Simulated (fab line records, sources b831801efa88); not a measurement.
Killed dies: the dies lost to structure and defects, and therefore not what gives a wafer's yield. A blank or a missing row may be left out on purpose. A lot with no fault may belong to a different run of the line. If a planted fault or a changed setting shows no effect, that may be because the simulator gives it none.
fab line records -- flow sky130
[record] lots = 12, wafers = 34, lastDay = 50
route steps=708 shown LI_CONTACT@376 CONTACT@424 VIA1@461
lots with no fault: from the same line, run without faults
startH: start of the lot's first displayed wafer, in hours after the record's first day -- waitH: hours from the lot's prior step to this one -- " as in the row above -- L1.1+2: several wafers, shown together as one row -- - no value, or no start given -- * or withheld: withheld -- < > ~ a bound
route shown NAME@n: a module of which the file shows steps, and the number in the route of the first -- usual: mean and standard deviation over wafers with no fault -- same: alike in all rows -- chamber/n: place in a boat -- sites: readings site by site -- _std_site: how widely they spread, as a standard deviation -- _edge_site: the outer-site mean with the inner-site mean subtracted -- radiusMm: for every site, how far away it sits from the centre of the wafer -- mask NAME#n: copy n -- behind: the most recent tool/chamber to have shaped the wafer -- hold: what put the lot on hold/how long, in hours/how the hold closed -- device: names the non-switching transistor (n, p or np) -- end of line: the route-end tests of the same wafers -- a step without rows: its recipe alone -- killed: count of dies lost to structure and defects at first sort (not the wafer's yield) -- map: dies across one wafer; x = killed, . = not, _ = none there
set.NAME: the run value of the setting; set.NAME@STEP: its run value at that earlier step -- model.NAME: the simulator's own value behind a step, which no gauge read
steps of the route over a sample of lots; a table a step, a row a wafer
services: the hour from which a tool's chamber was out of use, counted from the record's first day as startH (under 0 if before that day), plus the number of hours and why
[[steps]]
[step SKY_LI_CONTACT_ETCH_14]
[recipe] chemistry = N2/H2, target = BARC, ionEnergyEv = 200, sourceW = 500, biasW = 100, pressureMtorr = 30, n2FlowSccm = 100, h2FlowSccm = 200, stopOn = SiO2, timeS = 45.9, targetDepthA = 600
[usual] drypumpMotorCurrentA = 5.7/0.39, oesProductAu = 0.855/0.0049, throttleValvePct = 13.226/0.0084
lot.wafer,tool,chamber,startH,waitH,drypumpMotorCurrentA,oesProductAu,rfHoursCounterH,throttleValvePct
L332.2,rieDiel-02,0,674.36,0.0,5.2,0.849,2,13.230
L332.5,rieDiel-02,1,674.36,0.0,5.5,0.852,-,13.213
L332.6,rieDiel-02,0,674.36,0.0,5.2,0.867,-,13.214
L333.1,rieDiel-03,1,687.56,0.0,5.6,0.860,12,13.216
L333.3,rieDiel-03,0,687.56,0.0,6.5,0.849,3,13.223
L333.4,rieDiel-03,2,687.56,0.0,5.3,0.852,6,13.221
L334.3,rieDiel-01,3,691.68,0.0,6.0,0.859,12,13.242
L334.4,rieDiel-01,2,691.68,0.0,6.2,0.859,26,13.218
L334.5,rieDiel-01,3,691.68,0.0,6.0,0.852,-,13.229
L336.4,rieDiel-02,0,724.11,0.0,5.2,0.853,3,13.225
L336.5,rieDiel-02,0,724.11,0.0,5.2,0.857,-,13.230
L336.6,rieDiel-02,1,724.11,0.0,5.5,0.855,-,13.227
L337.1,rieDiel-01,2,729.08,0.0,6.2,0.854,27,13.230
L337.3,rieDiel-01,0,729.08,0.0,5.3,0.847,4,13.223
L337.5,rieDiel-01,2,729.08,0.0,6.2,0.856,-,13.222
L338.2,rieDiel-02,1,741.96,0.0,5.5,0.855,12,13.235
L338.5,rieDiel-02,3,741.96,0.0,5.9,0.837,-,13.226
L338.6,rieDiel-02,2,741.96,0.0,5.7,0.849,-,13.229
L340.1,rieDiel-03,1,749.71,0.0,5.6,0.850,13,13.221
L340.2,rieDiel-03,0,749.71,0.0,6.5,0.853,5,13.227
L340.4,rieDiel-03,3,749.71,0.0,5.8,0.856,14,13.231
L343.2,rieDiel-03,3,774.38,0.0,5.7,0.848,14,13.232
L343.5,rieDiel-03,3,774.38,0.0,5.8,0.850,-,13.216
L345.1,rieDiel-01,2,789.03,0.0,6.2,0.858,29,13.234
L345.2,rieDiel-01,0,789.03,0.0,5.3,0.858,6,13.217
L347.3,rieDiel-01,1,813.46,0.0,5.8,0.855,12,13.228
L347.5,rieDiel-01,3,813.46,0.0,5.9,0.852,-,13.226
L347.6,rieDiel-01,2,813.46,0.0,6.2,0.853,-,13.231
L354.1,rieDiel-01,3,851.43,0.0,6.0,0.850,17,13.222
L354.3,rieDiel-01,0,851.43,0.0,5.3,0.861,9,13.220
L354.4,rieDiel-01,3,851.43,0.0,6.0,0.859,-,13.244
L355.1,rieDiel-01,0,853.06,0.0,5.3,0.853,9,13.225
L355.3,rieDiel-01,3,853.06,0.0,6.0,0.863,17,13.232
L355.5,rieDiel-01,3,853.06,0.0,5.9,0.853,-,13.245
[step SKY_CONTACT_ETCH_18]
[recipe] target = Si3N4, chemistry = CHF3/O2, stopOn = TiN, sourceW = 600, biasW = 200, pressureMtorr = 40, chf3FlowSccm = 50, O2_flow_sccm = 5, timeS = 39, targetDepthA = 750
[usual] drypumpMotorCurrentA = 5.7/0.47, oesProductAu = 0.856/0.0079, throttleValvePct = 8.794/0.0099
lot.wafer,tool,chamber,startH,waitH,drypumpMotorCurrentA,oesProductAu,rfHoursCounterH,throttleValvePct
L332.2,rieDiel-03,1,-,-,5.6,0.863,13,8.809
L332.5,rieDiel-03,2,-,-,5.3,0.864,-,8.803
L332.6,rieDiel-03,1,-,-,5.6,0.859,-,8.810
L333.1,rieDiel-01,2,-,-,6.2,0.856,28,8.797
L333.3,rieDiel-01,3,-,-,5.9,0.851,13,8.806
L333.4,rieDiel-01,1,-,-,5.8,0.863,10,8.793
L334.3,rieDiel-04,3,-,-,5.3,0.856,16,8.792
L334.4,rieDiel-04,2,-,-,5.5,0.873,9,8.808
L334.5,rieDiel-04,3,-,-,5.3,0.866,-,8.801
L336.4,rieDiel-03,2,-,-,5.3,0.861,9,8.793
L336.5,rieDiel-03,3,-,-,5.8,0.855,-,8.809
L336.6,rieDiel-03,2,-,-,5.3,0.871,-,8.799
L337.1,rieDiel-03,1,-,-,5.6,0.854,14,8.782
L337.3,rieDiel-03,3,-,-,5.8,0.851,15,8.797
L337.5,rieDiel-03,0,-,-,6.5,0.865,-,8.801
L338.2,rieDiel-01,2,-,-,6.2,0.850,29,8.805
L338.5,rieDiel-01,1,-,-,5.8,0.848,-,8.785
L338.6,rieDiel-01,2,-,-,6.2,0.863,-,8.781
L340.1,rieDiel-01,2,-,-,6.2,0.846,30,8.792
L340.2,rieDiel-01,1,-,-,5.8,0.853,12,8.803
L340.4,rieDiel-01,0,-,-,5.3,0.870,7,8.799
L343.2,rieDiel-03,0,-,-,6.5,0.851,8,8.803
L343.5,rieDiel-03,2,-,-,5.2,0.874,-,8.795
L345.1,rieDiel-03,3,-,-,5.7,0.862,17,8.792
L345.2,rieDiel-03,0,-,-,6.5,0.849,8,8.799
L347.3,rieDiel-01,0,-,-,5.3,0.862,9,8.786
L347.5,rieDiel-01,2,-,-,6.2,0.849,-,8.806
L347.6,rieDiel-01,3,-,-,5.9,0.852,-,8.788
L354.1,rieDiel-03,2,-,-,5.3,0.842,12,8.776
L354.3,rieDiel-03,1,-,-,5.6,0.862,18,8.806
L354.4,rieDiel-03,0,-,-,6.5,0.860,10,8.808
L355.1,rieDiel-03,1,-,-,5.6,0.852,18,8.787
L355.3,rieDiel-03,2,-,-,5.2,0.853,12,8.787
L355.5,rieDiel-03,3,-,-,5.8,0.870,-,8.789
[step SKY_CONTACT_CVD_24]
[recipe] material = W, targetThkNm = 340, timeS = 102.12, tempC = 400, pressureTorr = 40
[usual] heaterPowerW = 967/86
lot.wafer,tool,chamber,startH,waitH,heaterPowerW,sinceWetCleanH
L332.2,cvdW-01,0,733.97,0.0,1055,830
L332.5,cvdW-01,0,733.97,0.0,1042,-
L332.6,cvdW-01,1,733.97,0.0,913,-
L333.1,cvdW-02,1,745.55,0.0,904,342
L333.3,cvdW-02,1,745.55,0.0,895,-
L333.4,cvdW-02,0,745.55,0.0,887,-
L334.3,cvdW-02,0,751.29,0.1,878,-
L334.4,cvdW-02,1,751.29,0.1,898,-
L334.5,cvdW-02,0,751.29,0.1,865,-
L336.4,cvdW-02,1,782.21,0.1,877,-
L336.5,cvdW-02,0,782.21,0.1,881,-
L336.6,cvdW-02,1,782.21,0.1,890,-
L337.1,cvdW-01,1,786.34,0.0,936,882
L337.3,cvdW-01,1,786.34,0.0,928,-
L337.5,cvdW-01,1,786.34,0.0,971,-
L338.2,cvdW-01,1,798.64,0.0,934,895
L338.5,cvdW-01,0,798.64,0.0,1071,-
L338.6,cvdW-01,1,798.64,0.0,963,-
L340.1,cvdW-01,0,806.05,0.0,1079,902
L340.2,cvdW-01,1,806.05,0.0,963,902
L340.4,cvdW-01,0,806.05,0.0,1048,-
L343.2,cvdW-01,1,830.51,0.0,962,927
L343.5,cvdW-01,0,830.51,0.0,1081,-
L345.1,cvdW-01,0,845.56,0.0,1063,942
L345.2,cvdW-01,1,845.56,0.0,938,942
L347.3,cvdW-02,1,868.94,0.1,892,-
L347.5,cvdW-02,0,868.94,0.1,900,-
L347.6,cvdW-02,1,868.94,0.1,915,-
L354.1,cvdW-02,0,907.09,0.0,849,503
L354.3,cvdW-02,0,907.09,0.0,873,-
L354.4,cvdW-02,1,907.09,0.0,902,-
L355.1,cvdW-02,0,909.19,0.1,863,505
L355.3,cvdW-02,0,909.19,0.1,882,-
L355.5,cvdW-02,1,909.19,0.1,906,-
[step SKY_CONTACT_RS_MEAS_25]
[recipe] thkMeasGauge = four-point-probe, reads = W_of_CONTACT_CVD_24+TiN_of_CONTACT_SPUTTER_23
[usual] CONTACT_W_RS = 0.337/0.0032
lot.wafer,tool,chamber,startH,waitH,CONTACT_W_RS[ohm/sq]
L332.2,filmMetro-02,-,734.10,0.1,0.334
L332.5,filmMetro-02,-,734.10,0.1,0.337
L332.6,filmMetro-02,-,734.10,0.1,0.336
L333.1,filmMetro-02,-,745.66,0.1,0.340
L333.3,filmMetro-02,-,745.66,0.1,0.340
L333.4,filmMetro-02,-,745.66,0.1,0.336
L334.3,filmMetro-01,-,751.40,0.1,0.340
L334.4,filmMetro-01,-,751.40,0.1,0.340
L334.5,filmMetro-01,-,751.40,0.1,0.337
L336.4,filmMetro-01,-,782.34,0.1,0.340
L336.5,filmMetro-01,-,782.34,0.1,0.333
L336.6,filmMetro-01,-,782.34,0.1,0.340
L337.1,filmMetro-02,-,786.45,0.1,0.340
L337.3,filmMetro-02,-,786.45,0.1,0.335
L337.5,filmMetro-02,-,786.45,0.1,0.331
L338.2,filmMetro-01,-,798.77,0.1,0.336
L338.5,filmMetro-01,-,798.77,0.1,0.337
L338.6,filmMetro-01,-,798.77,0.1,0.337
L340.1,filmMetro-04,-,806.16,0.1,0.339
L340.2,filmMetro-04,-,806.16,0.1,0.335
L340.4,filmMetro-04,-,806.16,0.1,0.337
L343.2,filmMetro-04,-,830.64,0.1,0.371
L343.5,filmMetro-04,-,830.64,0.1,0.376
L345.1,filmMetro-04,-,845.67,0.1,0.333
L345.2,filmMetro-04,-,845.67,0.1,0.364
L347.3,filmMetro-04,-,869.06,0.1,0.335
L347.5,filmMetro-04,-,869.06,0.1,0.339
L347.6,filmMetro-04,-,869.06,0.1,0.335
L354.1,filmMetro-04,-,907.20,0.1,0.332
L354.3,filmMetro-04,-,907.20,0.1,0.331
L354.4,filmMetro-04,-,907.20,0.1,0.334
L355.1,filmMetro-02,-,909.30,0.1,0.333
L355.3,filmMetro-02,-,909.30,0.1,0.335
L355.5,filmMetro-02,-,909.30,0.1,0.338
[step SKY_CONTACT_THK_MEAS_26]
[recipe] thkMeasGauge = xrf, reads = W_of_CONTACT_CVD_24
[usual] CONTACT_W_THK = 343/3.7
lot.wafer,tool,chamber,startH,waitH,CONTACT_W_THK[nm]
L332.2,filmMetro-02,-,734.21,0.1,346
L332.5,filmMetro-02,-,734.21,0.1,346
L332.6,filmMetro-02,-,734.21,0.1,346
L333.1,filmMetro-02,-,745.78,0.1,344
L333.3,filmMetro-02,-,745.78,0.1,343
L333.4,filmMetro-02,-,745.78,0.1,347
L334.3,filmMetro-01,-,751.50,0.1,340
L334.4,filmMetro-01,-,751.50,0.1,343
L334.5,filmMetro-01,-,751.50,0.1,344
L336.4,filmMetro-01,-,782.43,0.1,336
L336.5,filmMetro-01,-,782.43,0.1,345
L336.6,filmMetro-01,-,782.43,0.1,338
L337.1,filmMetro-02,-,786.57,0.1,346
L337.3,filmMetro-02,-,786.57,0.1,348
L337.5,filmMetro-02,-,786.57,0.1,352
L338.2,filmMetro-01,-,798.88,0.1,344
L338.5,filmMetro-01,-,798.88,0.1,343
L338.6,filmMetro-01,-,798.88,0.1,343
L340.1,filmMetro-04,-,806.28,0.1,339
L340.2,filmMetro-04,-,806.28,0.1,344
L340.4,filmMetro-04,-,806.28,0.1,340
L343.2,filmMetro-04,-,830.75,0.1,311
L343.5,filmMetro-04,-,830.75,0.1,305
L345.1,filmMetro-04,-,845.79,0.1,345
L345.2,filmMetro-04,-,845.79,0.1,313
L347.3,filmMetro-04,-,869.16,0.1,344
L347.5,filmMetro-04,-,869.16,0.1,340
L347.6,filmMetro-04,-,869.16,0.1,343
L354.1,filmMetro-04,-,907.32,0.1,347
L354.3,filmMetro-04,-,907.32,0.1,348
L354.4,filmMetro-04,-,907.32,0.1,347
L355.1,filmMetro-02,-,909.42,0.1,350
L355.3,filmMetro-02,-,909.42,0.1,349
L355.5,filmMetro-02,-,909.42,0.1,347
[step SKY_VIA1_BOW_MEAS_03]
[recipe] mode = bow
[usual] VIA1_BOW = 80/7.1
lot.wafer,tool,chamber,startH,waitH,VIA1_BOW[um]
L332.2,filmMetro-02,-,763.81,0.3,89
L332.5,filmMetro-02,-,763.81,0.3,78
L332.6,filmMetro-02,-,763.81,0.3,77
L333.1,filmMetro-02,-,774.77,0.2,90
L333.3,filmMetro-02,-,774.77,0.2,76
L333.4,filmMetro-02,-,774.77,0.2,82
L334.3,filmMetro-02,-,780.68,0.1,75
L334.4,filmMetro-02,-,780.68,0.1,80
L334.5,filmMetro-02,-,780.68,0.1,75
L336.4,filmMetro-02,-,810.95,0.2,86
L336.5,filmMetro-02,-,810.95,0.2,78
L336.6,filmMetro-02,-,810.95,0.2,83
L337.1,filmMetro-02,-,815.08,0.1,82
L337.3,filmMetro-02,-,815.08,0.1,81
L337.5,filmMetro-02,-,815.08,0.1,70
L338.2,filmMetro-01,-,827.58,0.2,68
L338.5,filmMetro-01,-,827.58,0.2,69
L338.6,filmMetro-01,-,827.58,0.2,81
L340.1,filmMetro-01,-,834.38,0.1,79
L340.2,filmMetro-01,-,834.38,0.1,76
L340.4,filmMetro-01,-,834.38,0.1,80
L343.2,filmMetro-01,-,859.10,0.2,78
L343.5,filmMetro-01,-,859.10,0.2,91
L345.1,filmMetro-01,-,874.26,0.2,86
L345.2,filmMetro-01,-,874.26,0.2,83
L347.3,filmMetro-03,-,897.08,0.1,99
L347.5,filmMetro-03,-,897.08,0.1,89
L347.6,filmMetro-03,-,897.08,0.1,83
L354.1,filmMetro-01,-,934.69,0.1,99
L354.3,filmMetro-01,-,934.69,0.1,89
L354.4,filmMetro-01,-,934.69,0.1,89
L355.1,filmMetro-02,-,936.97,0.1,86
L355.3,filmMetro-02,-,936.97,0.1,80
L355.5,filmMetro-02,-,936.97,0.1,69
[[services]]
tool,chamber,startH,hours,kind
rieDiel-01,-,651.72,25.0,repair
cvdW-01,-,666.74,6.0,pm
cvdW-01,-,672.74,4.3,pm
rieDiel-01,3,674.56,1.4,repair
rieDiel-02,-,694.55,2.8,pm
rieDiel-02,1,697.55,4.6,repair
rieDiel-02,-,700.69,0.7,repair
rieDiel-02,1,704.31,14.4,repair
rieDiel-01,-,725.40,2.8,pm
cvdW-02,-,730.74,2.8,pm
cvdW-02,1,735.16,4.1,repair
cvdW-02,-,738.03,6.0,pm
cvdW-02,0,755.47,18.5,repair
rieDiel-03,-,756.24,4.3,pm
rieDiel-03,1,771.71,8.4,repair
cvdW-01,-,773.64,2.8,pm
rieDiel-01,1,783.15,8.6,repair
rieDiel-03,-,793.74,2.8,pm
rieDiel-03,2,803.69,2.5,repair
rieDiel-03,2,859.13,13.1,repair
cvdW-02,-,864.74,3.9,repair
rieDiel-03,0,866.71,5.2,repair
rieDiel-03,1,886.23,1.4,repair
cvdW-01,-,904.00,14.0,pm
[[key]]
[firstSign] step = SKY_CONTACT_RS_MEAS_25, reading = CONTACT_W_RS, direction = up, sigmas = 10, usual = 0.337, struck = 0.370
[effect] step = SKY_CONTACT_THK_MEAS_26, reading = CONTACT_W_THK, direction = down, sigmas = 8.8, usual = 343, struck = 310
metAt SKY_CONTACT_CVD_24
struckLots L343,L345
struckWafers L343.2,L343.5,L345.2
testerLeftOut L343,L345
notActingAt SKY_LI_CONTACT_ETCH_14,SKY_CONTACT_ETCH_18,SKY_VIA1_BOW_MEAS_03
onsetBetween 806.05 830.51
[fault] kind = processParameterDrift, tool = cvdW-01, chamber = -, onsetH = 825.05, steps = SKY_CONTACT_CVD_24, channel = targetThkNm, offset = -28.916, shape = step, endH = 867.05, scope = struckWafersOnly, actsIn = theseRecipesOnly, stated = 340
// testerLeftOut: of these lots the tester's yield and bins aren't shown, on N5 and GAA mostly nor the transistor test; their killed dies are dies lost to structure and defects alone, not to doping, threshold or leakage, so they don't give the yield
